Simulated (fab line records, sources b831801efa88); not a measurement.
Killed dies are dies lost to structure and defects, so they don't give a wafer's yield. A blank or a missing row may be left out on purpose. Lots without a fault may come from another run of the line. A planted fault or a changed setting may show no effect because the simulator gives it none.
Chamber matching | flow sky130 | SKY_CONTACT_CMP_27 on cmp-02: 4 sister chambers
The step polishes, stops on SiO2, t overpolish 15 s, target thk 0 nm. 14 wafers are shown with their chamber, then 7 later ones without.

WAFERS WITH THEIR CHAMBER
wafer  | chamber | motor_current_A (A) | overpolish_run_s (s) | time_to_endpoint_s (s)
L244.2 | 0       | 10.6                | 14.980               | 86.8
L244.4 | 2       | 11.6                | 15.009               | 86.6
L244.5 | 1       | 8.7                 | 15.009               | 83.2
L247.2 | 1       | 8.6                 | 15.000               | 84.7
L247.5 | 1       | 8.7                 | 14.991               | 82.8
L247.6 | 2       | 11.4                | 15.012               | 82.6
L251.2 | 2       | 10.9                | 15.008               | 84.1
L251.5 | 3       | 11.1                | 15.013               | 81.0
L251.6 | 2       | 11.8                | 15.007               | 85.6
L253.1 | 3       | 11.0                | 15.002               | 81.2
L253.5 | 1       | 8.3                 | 15.003               | 80.8
L253.6 | 2       | 12.4                | 14.989               | 83.6
L254.3 | 0       | 10.6                | 14.991               | 77.3
L254.4 | 1       | 8.8                 | 14.988               | 80.1

SIGNATURES (means of the wafers above)
reading            | chamber 0 | chamber 1 | chamber 2 | chamber 3 | scatter within a chamber
motor_current_A    | 10.600    | 8.620     | 11.620    | 11.050    | 0.369
overpolish_run_s   | 14.98550  | 14.99820  | 15.00500  | 15.00750  | 0.00868
time_to_endpoint_s | 82.050    | 82.320    | 84.500    | 81.100    | 2.63
Rule: a wafer's distance from a chamber is the root of the sum, over the readings, of the square of ((its reading less the chamber's mean) divided by the reading's scatter). The wafer belongs to the nearest chamber; if the next one is less than 2 further off, it can't be placed. The scatter: the root of (the sum of the squares of (reading less its chamber's mean) over the shown wafers, divided by (wafers less chambers)).

WAFERS WITHOUT THEIR CHAMBER
wafer  | motor_current_A (A) | overpolish_run_s (s) | time_to_endpoint_s (s)
L254.5 | 10.4                | 14.997               | 80.5
L258.3 | 11.0                | 15.005               | 82.3
L258.4 | 8.4                 | 15.001               | 82.6
L258.5 | 12.1                | 15.001               | 83.4
L259.3 | 11.6                | 14.997               | 85.9
L259.5 | 8.7                 | 14.995               | 84.6
L259.6 | 11.2                | 14.993               | 85.6

WHICH CHAMBER EACH WENT THROUGH
wafer  | from the rows above          | in truth
L254.5 | can't be placed: 0 or 3      | 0
L258.3 | can't be placed: 3 or 2 or 0 | 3
L258.4 | 1                            | 1
L258.5 | can't be placed: 2 or 3      | 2
L259.3 | can't be placed: 2 or 3      | 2
L259.5 | 1                            | 1
L259.6 | can't be placed: 2 or 0 or 3 | 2
Placed correctly: 2 of 7. Can't be placed from these rows: 5 (the true chamber is among the candidates in 5). Placed wrongly: 0.
